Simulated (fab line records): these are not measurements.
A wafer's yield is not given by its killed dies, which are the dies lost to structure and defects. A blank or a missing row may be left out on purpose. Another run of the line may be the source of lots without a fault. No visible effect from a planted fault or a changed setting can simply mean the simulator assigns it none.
A lot that was struck, set against a sound lot | flow gf180mcu | 23 out of 602 route steps
Sound: these wafers, L816.2, L816.4, L816.6. Struck: wafers L829.1, L829.3, L829.6. The cause comes at the end.
For every step that has rows: the tool of each side, followed by ch and its chambers, followed by its first start. Under that, the readings that differ: sound wafers | struck wafers | difference of the means | sigmas: that difference in standard deviations of wafers without a fault.
alike: a reading whose means differ by less than 2 such deviations, as well as words and numbers matching on both sides. not compared: withheld readings; readings where some wafer has no value; bounds like >300 that might hide an equal value; numbers whose values overlap and for which the record gives no deviation.
Wherever a step has rows on one side only, a row that says differs or no value, or a row with sigmas, the two part there. Non-overlapping numbers with no deviation appear without sigmas and do not part them. Lack of a reading on every wafer of one side parts them only where that side has two or more wafers.

GF_V5_RS_MEAS_24: uses a four-point probe to measure.
  struck on film_metro-01, day 32 00:10; sound on film_metro-01, day 28 09:17
  alike: V5_W_RS
GF_V5_THK_MEAS_25: measures by xrf.
  struck on film_metro-01, day 32 00:17; sound on film_metro-01, day 28 09:23
  alike: V5_W_THK
then, 1 step without rows for these wafers: GF_V5_CMP_26 (polishes, stops on SiO2, t overpolish 15 s, target thk 0 nm).
GF_TOP_METAL_SPUTTER_00: material Ti, target thk 37.5 nm, time 150 s.
  struck on pvd_sputter-02, day 32 00:56; sound on pvd_sputter-03, day 28 10:02
  alike: throttle_valve_pct
GF_TOP_METAL_SPUTTER_01: material TiN, target thk 30 nm, time 25 s.
  struck on pvd_sputter-02, day 32 01:02; sound on pvd_sputter-03, day 28 10:08
  alike: throttle_valve_pct
GF_TOP_METAL_SPUTTER_02: material AlCu, target thk 900 nm, time 47.82 s.
  struck on pvd_sputter-02, day 32 01:04; sound on pvd_sputter-03, day 28 10:10
  alike: throttle_valve_pct
GF_TOP_METAL_SPUTTER_03: material Ti, target thk 5 nm, time 3.3 s.
  struck on pvd_sputter-02, day 32 01:07; sound on pvd_sputter-03, day 28 10:12
  alike: throttle_valve_pct
GF_TOP_METAL_SPUTTER_04: material TiN, target thk 25 nm, time 20.8 s.
  struck on pvd_sputter-02, day 32 01:08; sound on pvd_sputter-03, day 28 10:13
  alike: throttle_valve_pct
GF_TOP_METAL_RS_MEAS_05: uses a four-point probe to measure.
  struck on film_metro-02, day 32 01:10; sound on film_metro-03, day 28 10:16
  alike: TOP_METAL_ALCU_RS
GF_TOP_METAL_THK_MEAS_06: measures by xrf.
  struck on film_metro-02, day 32 01:17; sound on film_metro-03, day 28 10:23
  alike: TOP_METAL_ALCU_THK
then, 2 steps without rows for these wafers: GF_TOP_METAL_DEHYDRATE_07 (time 60 s); GF_TOP_METAL_HMDS_08 (prime time 60 s).
GF_TOP_METAL_COAT_09: resist thk 1500 nm.
  sound on litho_track-02 ch 0, day 28 19:22; struck on litho_track-02 ch 0, day 32 09:17
  reading                                        | sound          | struck         | difference | sigmas
  model.NOVOLAK_of_TOP_METAL_COAT_09.thk_nm (nm) | 1506 1504 1507 | 1437 1431 1432 | -72        |
then, 4 steps without rows for these wafers: GF_TOP_METAL_SOFTBAKE_10 (time 60 s); GF_TOP_METAL_EXPOSE_11 (exposes mask MetalTop, target cd 440 nm); GF_TOP_METAL_PEB_12; GF_TOP_METAL_DEVELOP_13 (develop time 60 s).
GF_TOP_METAL_CD_MEAS_14: target cd 440 nm.
  struck on cd_sem-01, day 32 17:33; sound on cd_sem-01, day 29 05:12
  alike: cd_nm
GF_TOP_METAL_OVL_MEAS_15:
  struck on overlay-02, day 32 17:40; sound on overlay-01, day 29 05:19
  alike: TOP_METAL_OVL
GF_TOP_METAL_METAL_ETCH_16: etches the open film in Cl2/BCl3, stops on SiO2, target depth 1197 nm, time 199.5 s.
  sound on rie_metal-03 ch 0,1, day 29 05:20; struck on rie_metal-04 ch 0, day 32 17:42
  reading                                        | sound          | struck          | difference | sigmas
  model.NOVOLAK_of_TOP_METAL_COAT_09.thk_nm (nm) | 1027 1029 1023 | 966.9 958.8 965 | -62.8      |
  alike: bias_w, drypump_motor_current_A, oes_product_au, throttle_valve_pct
  not compared: rf_hours_counter_h
GF_TOP_METAL_STRIP_17: strips in O2/N2.
  sound on plasma_asher-02 ch 1, day 29 05:32; struck on plasma_asher-03 ch 0,1, day 32 18:05
  reading                      | sound             | struck            | difference | sigmas
  drypump_motor_current_A (A)  | 6.12 6.11 6.11    | 5.97 5.22 5.23    | -0.64      | -2
  strip_time_to_endpoint_s (s) | 12.98 13.01 12.94 | 12.35 12.24 12.33 | -0.67      | -8
  alike: heater_power_w, oes_product_au
  not compared: rf_hours_counter_h
then, 2 steps without rows for these wafers: GF_TOP_METAL_STRIP_18 (strips in post etch residue remover, time 1200 s); GF_PASSIVATION_PROBE_99.

## WHERE THEY PART
Within this record, at GF_TOP_METAL_STRIP_17 only.

WHY: whatever the simulator had introduced
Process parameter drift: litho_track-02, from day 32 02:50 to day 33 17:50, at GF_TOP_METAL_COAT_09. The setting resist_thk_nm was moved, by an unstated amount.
